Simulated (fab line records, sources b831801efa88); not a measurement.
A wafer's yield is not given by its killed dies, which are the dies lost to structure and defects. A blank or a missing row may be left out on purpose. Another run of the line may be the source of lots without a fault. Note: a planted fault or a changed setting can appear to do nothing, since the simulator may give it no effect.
Struck lot and sound lot, side by side ; flow sky130 ; 16 steps out of a route of 708
Sound: wafers L104.3, L104.4, L104.5. The struck wafers were L109.1, L109.2, L109.4. At the end, the cause is stated.
Per side, at each step with rows, come the tool, then ch with its chambers, and then its first start. Under that, the readings that differ: sound wafers ; struck wafers ; difference of the means ; sigmas: that difference in standard deviations of wafers without a fault.
alike: readings whose means differ by less than 2 such deviations, and words and numbers that are the same on both sides. not compared: withheld readings, readings that some wafer has no value for, bounds like >300 that may hide the same value, and numbers for which the record gives no deviation and whose values overlap.
The two part at a step that has a row with sigmas, a row that says differs or no value, or rows on one side only. Numbers that don't overlap but have no deviation are shown without sigmas and don't part them. A reading missing from all wafers of one side parts the sides only when that side holds two or more wafers.

SKY_LDD_P_OVL_MEAS_08:
  sound: overlay-01 at day 19 09:49; struck: overlay-02 at day 21 10:05
  alike: LDD_P_OVL
then, 1 step without rows for these wafers: SKY_LDD_P_IMPLANT_09.
SKY_LDD_P_STRIP_10: strips in O2/N2.
  sound on plasmaAsher-03 ch 0,1, day 19 10:01; struck on plasmaAsher-03 ch 0,1, day 21 10:16
  alike: drypumpMotorCurrentA, oesProductAu, stripTimeToEndpointS
  not compared: rfHoursCounterH
SKY_LDD_P_TW_MEAS_11:
  sound: filmMetro-04 at day 19 10:06; struck: filmMetro-04 at day 21 10:22
  alike: LDD_P_TW
then, 7 steps without rows for these wafers: SKY_LDD_HVN_DEHYDRATE_00 (time 60 s); SKY_LDD_HVN_HMDS_01 (prime time 60 s); SKY_LDD_HVN_COAT_02 (resist thk 300 nm); SKY_LDD_HVN_SOFTBAKE_03 (time 60 s); SKY_LDD_HVN_EXPOSE_04 (exposes mask HVNTM, target cd 700 nm); SKY_LDD_HVN_PEB_05; SKY_LDD_HVN_DEVELOP_06 (develop time 60 s).
SKY_LDD_HVN_OVL_MEAS_07:
  sound: overlay-02 at day 20 16:33; struck: overlay-02 at day 22 16:35
  alike: LDD_HVN_OVL
SKY_LDD_HVN_IMPLANT_08:
  sound on implanter-03 ch 0, day 20 16:37; struck on implanter-03 ch 0, day 22 16:37
reading;sound;struck;difference;sigmas
beamEnergyKeV;60.010 60.008 59.979;48.966 48.965 48.953;-11.038;-99 or more
model.implant.rpNm (nm);57.76 57.76 57.76;46.39 46.39 46.39;-11.37;
model.implant.drpNm (nm);28.15 28.15 28.15;23.72 23.72 23.72;-4.43;
  alike: beamOnS
SKY_LDD_HVN_STRIP_09: strips in O2/N2.
  sound on plasmaAsher-02 ch 0,1, day 20 16:46; struck on plasmaAsher-04 ch 0,1, day 22 16:46
  alike: drypumpMotorCurrentA, oesProductAu, stripTimeToEndpointS
  not compared: rfHoursCounterH
SKY_LDD_HVN_TW_MEAS_10:
  sound: filmMetro-02 at day 20 16:50; struck: filmMetro-02 at day 22 17:06
reading;sound;struck;difference;sigmas
LDD_HVN_TW;1423 1414 1424;1346 1348 1357;-70;-5
  not compared: hold
-- record jumps: 25 days separate the struck wafers' starts on either side; left off in module LDD_HVN, taken up again in module PAD_OPEN, whose first shown step is the route's number 708 --
SKY_PAD_OPEN_PROBE_99:
  sound: prober-01 at day 46 00:15; struck: prober-02 at day 47 09:31
reading;sound;struck;difference;sigmas
model.etest.tip_n_5v.rsOhmSq;1356 1379 1368;1523 1511 1510;+147;
model.etest.nfetG5v0d10v5.rOnOhmUm;1847 1870 1849;1890 1928 1903;+52;
model.etest.nfetG5v0d10v5.driveUaUm;618.3 610.4 617.6;597.5 581.4 591.6;-25.3;
model.etest.nfetG5v0d10v5.vtSatV (V);0.7428 0.7536 0.755;0.787 0.8021 0.7881;+0.042;
model.etest.nfetG5v0d10v5.vtV (V);0.8044 0.8138 0.8184;0.8396 0.8529 0.8382;+0.0314;
  alike: killed_at_M0_to_M3, killed_at_M4_up, killedAtContacts, killedAtFrontEnd, killedAtOther, killedDies, killedOpen, killedShort

## WHERE THEY PART
First at SKY_LDD_HVN_IMPLANT_08; last, within this record, at SKY_LDD_HVN_TW_MEAS_10. Later steps at which nothing parts them and some readings are alike: SKY_PAD_OPEN_PROBE_99.

WHY: the cause the simulator had injected
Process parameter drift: implanter-03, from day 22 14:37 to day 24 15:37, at SKY_LDD_HVN_IMPLANT_08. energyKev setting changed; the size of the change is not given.
